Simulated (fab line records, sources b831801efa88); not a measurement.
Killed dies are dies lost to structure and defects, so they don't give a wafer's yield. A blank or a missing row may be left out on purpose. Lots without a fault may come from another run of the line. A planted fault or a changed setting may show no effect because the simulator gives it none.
A struck lot beside a sound one | flow gf180mcu | 33 steps out of a route of 602
Sound: wafers L765.4, L765.5, L765.6. Struck: wafers L777.2, L777.4, L777.5. The cause comes at the end.
At each step with rows: each side's tool, then ch and its chambers, then its first start. Under that, the readings that differ: sound wafers | struck wafers | difference of the means | sigmas: that difference in standard deviations of wafers without a fault.
alike: readings whose means differ by less than 2 such deviations, and words and numbers that are the same on both sides. not compared: withheld readings, readings that some wafer has no value for, bounds like >300 that may hide the same value, and numbers for which the record gives no deviation and whose values overlap.
The two part at a step that has a row with sigmas, a row that says differs or no value, or rows on one side only. Numbers that don't overlap but have no deviation are shown without sigmas and don't part them. A reading that every wafer of one side lacks parts them only if that side has two wafers or more.

first, 2 steps without rows for these wafers: GF_M1_PEB_12 (peb time 90 s); GF_M1_DEVELOP_13 (develop time 60 s).
GF_M1_CD_MEAS_14: target cd 230 nm.
  sound on cd_sem-01, day 18 14:02; struck on cd_sem-02, day 23 01:40
  alike: cd_nm
GF_M1_OVL_MEAS_15:
  sound on overlay-01, day 18 14:07; struck on overlay-01, day 23 01:46
  alike: M1_OVL
then, 1 step without rows for these wafers: GF_M1_METAL_ETCH_16 (etches the open film in Cl2/BCl3, stops on SiO2, target depth 627.5 nm, time 104.6 s).
GF_M1_STRIP_17: strips in O2/N2.
  sound on plasma_asher-03 ch 0,1, day 18 14:17; struck on plasma_asher-01 ch 1, day 23 01:55
  alike: drypump_motor_current_A, heater_power_w, oes_product_au, strip_time_to_endpoint_s
  not compared: rf_hours_counter_h
then, 3 steps without rows for these wafers: GF_M1_STRIP_18 (strips in post etch residue remover, time 1200 s); GF_M1_CLEAN_19 (cleans in DIW); GF_V1_CVD_00 (deposits SiO2, target thk 600 nm, time 100 s).
GF_V1_THK_MEAS_01:
  sound on film_metro-04, day 18 14:55; struck on film_metro-03, day 23 02:32
  alike: V1_CVD_00_THK
GF_V1_CVD_02: deposits SiO2 from TEOS, target thk 850 nm, time 94.851 s.
  sound on pecvd-03 ch 0,1,2, day 18 14:59; struck on pecvd-02 ch 0,2, day 23 02:35
  alike: heater_power_w
GF_V1_THK_MEAS_03:
  sound on film_metro-02, day 18 15:03; struck on film_metro-02, day 23 02:40
  alike: V1_CVD_02_THK
GF_V1_CMP_04: polishes SiO2.
  sound on cmp-01 ch 0,1, day 18 15:05; struck on cmp-02 ch 2,3, day 23 02:46
  no value came back on the struck wafers for edge_zone_pressure_frac, head_pressure_psi (psi), motor_current_A (A), time_to_endpoint_s (s); on the sound wafers edge_zone_pressure_frac reads 1.006 0.994 1.000
  reading                             | sound           | struck            | difference | sigmas
  model.SiO2_of_V1_CVD_02.thk_nm (nm) | 632 632.4 634.5 | 830.9 837.2 846.8 | +205.3     |
GF_V1_BOW_MEAS_05:
  sound on film_metro-02, day 18 15:26; struck on film_metro-03, day 23 03:02
  alike: V1_BOW
then, 8 steps without rows for these wafers: GF_V1_DEHYDRATE_06 (time 60 s); GF_V1_HMDS_07 (prime time 60 s); GF_V1_COAT_08; GF_V1_COAT_09 (resist thk 1000 nm); GF_V1_SOFTBAKE_10 (time 60 s); GF_V1_EXPOSE_11 (exposes mask Via1, target cd 260 nm); GF_V1_PEB_12 (peb time 90 s); GF_V1_DEVELOP_13 (develop time 60 s).
GF_V1_CD_MEAS_14: target cd 260 nm.
  sound on cd_sem-01, day 19 15:55; struck on cd_sem-01, day 24 01:07
  alike: cd_nm
GF_V1_OVL_MEAS_15:
  sound on overlay-01, day 19 15:59; struck on overlay-02, day 24 01:13
  reading     | sound   | struck | difference | sigmas
  V1_OVL (nm) | -7 4 -2 | 8 8 15 | +12        | +2
GF_V1_ETCH_16: etches BARC in N2/H2.
  sound on rie_diel-02 ch 1,2,3, day 19 16:00; struck on rie_diel-04 ch 2,3, day 24 01:15
  alike: drypump_motor_current_A, oes_product_au, throttle_valve_pct
GF_V1_ETCH_17: etches SiO2 in C4F8/O2/Ar, stops on TiN, target depth 630 nm.
  sound on rie_diel-02 ch 1,2,3; struck on rie_diel-04 ch 2,3
  reading                        | sound             | struck            | difference | sigmas
  oes_product_au (a.u.)          | 0.859 0.857 0.848 | 1.623 1.616 1.614 | +0.763     | +99 or more
  model.etch.depth_nm (nm)       | 632 632.4 634.5   | 817.7 826.6 814.8 | +186.7     |
  model.V1.feature_depth_nm (nm) | 632 632.4 634.5   | 817.7 826.6 814.8 | +186.7     |
then, 3 steps without rows for these wafers: GF_V1_STRIP_18 (strips in O2/N2); GF_V1_STRIP_19 (strips in post etch residue remover, time 1200 s); GF_V1_CLEAN_20 (cleans in DIW).
GF_V1_SPUTTER_21: material Ti, target thk 15 nm, time 81.63 s.
  sound on pvd_sputter-03, day 19 16:46; struck on pvd_sputter-03, day 24 01:56
  alike: throttle_valve_pct
GF_V1_SPUTTER_22: material TiN, target thk 10 nm, time 40 s.
  sound on pvd_sputter-03, day 19 16:49; struck on pvd_sputter-03, day 24 01:59
  alike: throttle_valve_pct
then, 1 step without rows for these wafers: GF_V1_CVD_23 (deposits W, target thk 350 nm, time 105.05 s).
GF_V1_CMP_26: polishes, stops on SiO2, t overpolish 15 s, target thk 0 nm.
  sound on cmp-02 ch 0,1,2, day 19 17:15; struck on cmp-02 ch 0,3, day 24 02:22
  reading                             | sound             | struck          | difference | sigmas
  model.SiO2_of_V1_CVD_02.thk_nm (nm) | 628.3 628.6 630.7 | 827.1 833.4 843 | +205.3     |
  alike: edge_zone_pressure_frac, head_pressure_psi, motor_current_A

WHERE THEY PART
First at GF_V1_CMP_04; last, within this record, at GF_V1_ETCH_17. Later steps at which nothing parts them and some readings are alike: GF_V1_SPUTTER_21, GF_V1_SPUTTER_22, GF_V1_CMP_26.

WHY: what the simulator had put in
Skipped step whole: cmp-02, from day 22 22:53 on, at GF_V1_CMP_04. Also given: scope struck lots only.
